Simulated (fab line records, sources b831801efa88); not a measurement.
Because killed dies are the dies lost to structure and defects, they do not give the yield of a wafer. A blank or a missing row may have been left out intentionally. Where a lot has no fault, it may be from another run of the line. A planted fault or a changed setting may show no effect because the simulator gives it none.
fab line records || flow sfq-line
[record] {"lots": 9, "wafers": 27, "last-day": 89}
route steps=325 shown I5@232
lots that met no fault: from a run of the same line without faults
start-h: hours from the record's first day to the start of the lot's first wafer shown || wait-h: hours since the lot's step before || " unchanged from the row above || L1.1+2: a row that stands for several wafers || - value missing, or start not given || * or withheld: withheld || < > ~ a bound
route shown NAME@n: NAME is a module with steps in the file, n the number in the route of the first one || usual: the fault-free wafers' mean and standard deviation || same: alike in all rows || chamber/n: place in a boat || sites: per-site readings || _std_site: their standard deviation || _edge_site: inner sites' mean taken away from outer sites' mean || radius-mm: for every site, how far away it sits from the centre of the wafer || mask NAME#n: copy n || behind: the most recent tool/chamber to have shaped the wafer || hold: reason for holding the lot/hours on hold/outcome of the hold || device: the n, p or np transistor that did not switch || end of line: the tests these same wafers got at the end of their route || a step with no rows: only its recipe || killed: the dies lost at the first sort to structure and to defects; this is not the yield of the wafer || map: shows each die of a wafer: x if killed, . if not, _ if none is there
set.NAME: the setting that was run; set.NAME@STEP: the one run at that earlier step || model.NAME: the simulator's own value behind a step, which no gauge read
the route's steps for a sample of lots (tables are steps, rows are wafers)
services: a tool's chamber out of use, with start hour (start-h, from the record's first day; less than 0 if before it), hours out, and reason
[[steps]]
[step SFQ_TRILAYER_I5_LITHO_EXPOSE_145]
[recipe] {"mask-id": "I5", "na": 0.6, "source-shape": "conventional", "sigma-outer": 0.65, "target-cd-nm": 700, "dose-mj": 21.3}
[usual] {"exposure-dose-mJ-cm2": "21.298/0.021"}
{"lot.wafer": "L311.4", "tool": "krf-scanner-02", "chamber": 0, "start-h": 1648.17, "wait-h": "-", "mask": "I5#0", "exposure-dose-mJ-cm2": 21.302}
{"lot.wafer": "L311.5", "tool": "krf-scanner-02", "chamber": 0, "start-h": 1648.17, "wait-h": "-", "mask": "I5#0", "exposure-dose-mJ-cm2": 21.246}
{"lot.wafer": "L311.6", "tool": "krf-scanner-02", "chamber": 0, "start-h": 1648.17, "wait-h": "-", "mask": "I5#0", "exposure-dose-mJ-cm2": 21.269}
{"lot.wafer": "L312.1", "tool": "krf-scanner-02", "chamber": 0, "start-h": 1649.97, "wait-h": "-", "mask": "I5#0", "exposure-dose-mJ-cm2": 21.318}
{"lot.wafer": "L312.4", "tool": "krf-scanner-02", "chamber": 0, "start-h": 1649.97, "wait-h": "-", "mask": "I5#0", "exposure-dose-mJ-cm2": 21.349}
{"lot.wafer": "L312.6", "tool": "krf-scanner-02", "chamber": 0, "start-h": 1649.97, "wait-h": "-", "mask": "I5#0", "exposure-dose-mJ-cm2": 21.345}
{"lot.wafer": "L313.4", "tool": "krf-scanner-02", "chamber": 0, "start-h": 1660.17, "wait-h": "-", "mask": "I5#0", "exposure-dose-mJ-cm2": 21.279}
{"lot.wafer": "L313.5", "tool": "krf-scanner-02", "chamber": 0, "start-h": 1660.17, "wait-h": "-", "mask": "I5#0", "exposure-dose-mJ-cm2": 21.298}
{"lot.wafer": "L313.6", "tool": "krf-scanner-02", "chamber": 0, "start-h": 1660.17, "wait-h": "-", "mask": "I5#0", "exposure-dose-mJ-cm2": 21.296}
{"lot.wafer": "L314.1", "tool": "krf-scanner-01", "chamber": 0, "start-h": 1679.84, "wait-h": "-", "mask": "I5#0", "exposure-dose-mJ-cm2": 21.291}
{"lot.wafer": "L314.2", "tool": "krf-scanner-01", "chamber": 0, "start-h": 1679.84, "wait-h": "-", "mask": "I5#0", "exposure-dose-mJ-cm2": 21.300}
{"lot.wafer": "L314.4", "tool": "krf-scanner-01", "chamber": 0, "start-h": 1679.84, "wait-h": "-", "mask": "I5#0", "exposure-dose-mJ-cm2": 21.301}
{"lot.wafer": "L317.1", "tool": "krf-scanner-02", "chamber": 0, "start-h": 1715.64, "wait-h": "-", "mask": "I5#0", "exposure-dose-mJ-cm2": 21.292}
{"lot.wafer": "L317.3", "tool": "krf-scanner-02", "chamber": 0, "start-h": 1715.64, "wait-h": "-", "mask": "I5#0", "exposure-dose-mJ-cm2": 21.278}
{"lot.wafer": "L317.6", "tool": "krf-scanner-02", "chamber": 0, "start-h": 1715.64, "wait-h": "-", "mask": "I5#0", "exposure-dose-mJ-cm2": 21.304}
{"lot.wafer": "L318.1", "tool": "krf-scanner-02", "chamber": 0, "start-h": 1716.84, "wait-h": "-", "mask": "I5#0", "exposure-dose-mJ-cm2": 20.823}
{"lot.wafer": "L318.4", "tool": "krf-scanner-02", "chamber": 0, "start-h": 1716.84, "wait-h": "-", "mask": "I5#0", "exposure-dose-mJ-cm2": 20.804}
{"lot.wafer": "L318.5", "tool": "krf-scanner-02", "chamber": 0, "start-h": 1716.84, "wait-h": "-", "mask": "I5#0", "exposure-dose-mJ-cm2": 20.811}
{"lot.wafer": "L319.3", "tool": "krf-scanner-02", "chamber": 0, "start-h": 1718.44, "wait-h": "-", "mask": "I5#0", "exposure-dose-mJ-cm2": 20.821}
{"lot.wafer": "L319.5", "tool": "krf-scanner-02", "chamber": 0, "start-h": 1718.44, "wait-h": "-", "mask": "I5#0", "exposure-dose-mJ-cm2": 20.822}
{"lot.wafer": "L319.6", "tool": "krf-scanner-02", "chamber": 0, "start-h": 1718.44, "wait-h": "-", "mask": "I5#0", "exposure-dose-mJ-cm2": 20.810}
{"lot.wafer": "L320.4", "tool": "krf-scanner-02", "chamber": 0, "start-h": 1719.84, "wait-h": "-", "mask": "I5#0", "exposure-dose-mJ-cm2": 20.830}
{"lot.wafer": "L320.5", "tool": "krf-scanner-02", "chamber": 0, "start-h": 1719.84, "wait-h": "-", "mask": "I5#0", "exposure-dose-mJ-cm2": 20.816}
{"lot.wafer": "L320.6", "tool": "krf-scanner-02", "chamber": 0, "start-h": 1719.84, "wait-h": "-", "mask": "I5#0", "exposure-dose-mJ-cm2": 20.837}
{"lot.wafer": "L321.3", "tool": "krf-scanner-02", "chamber": 0, "start-h": 1724.86, "wait-h": "-", "mask": "I5#0", "exposure-dose-mJ-cm2": 20.831}
{"lot.wafer": "L321.4", "tool": "krf-scanner-02", "chamber": 0, "start-h": 1724.86, "wait-h": "-", "mask": "I5#0", "exposure-dose-mJ-cm2": 20.832}
{"lot.wafer": "L321.5", "tool": "krf-scanner-02", "chamber": 0, "start-h": 1724.86, "wait-h": "-", "mask": "I5#0", "exposure-dose-mJ-cm2": 20.805}
[[services]]
{"tool": "krf-scanner-02", "chamber": "-", "start-h": 1667.97, "hours": 4.4, "kind": "pm"}
{"tool": "krf-scanner-01", "chamber": "-", "start-h": 1682.99, "hours": 1.0, "kind": "pm"}
{"tool": "krf-scanner-01", "chamber": "-", "start-h": 1705.41, "hours": 4.4, "kind": "pm"}
{"tool": "krf-scanner-02", "chamber": "-", "start-h": 1710.74, "hours": 1.3, "kind": "pm"}
{"tool": "krf-scanner-01", "chamber": "-", "start-h": 1712.07, "hours": 1.3, "kind": "pm"}
{"tool": "krf-scanner-02", "chamber": "-", "start-h": 1720.44, "hours": 4.0, "kind": "pm"}
[[key]]
[first-sign] {"step": "SFQ_TRILAYER_I5_LITHO_EXPOSE_145", "reading": "exposure-dose-mJ-cm2", "direction": "down", "sigmas": 23, "usual": 21.298, "struck": 20.820}
effect none on later readings
met-at SFQ_TRILAYER_I5_LITHO_EXPOSE_145
struck-lots L318,L319,L320,L321
[fault] {"kind": "process-parameter-drift", "tool": "krf-scanner-02", "chamber": "-", "onset-h": 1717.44, "steps": "SFQ_TRILAYER_I5_LITHO_EXPOSE_145", "channel": "dose-mj", "offset": -0.49107, "shape": "step", "acts-in": "these-recipes-only", "stated": 21.3}
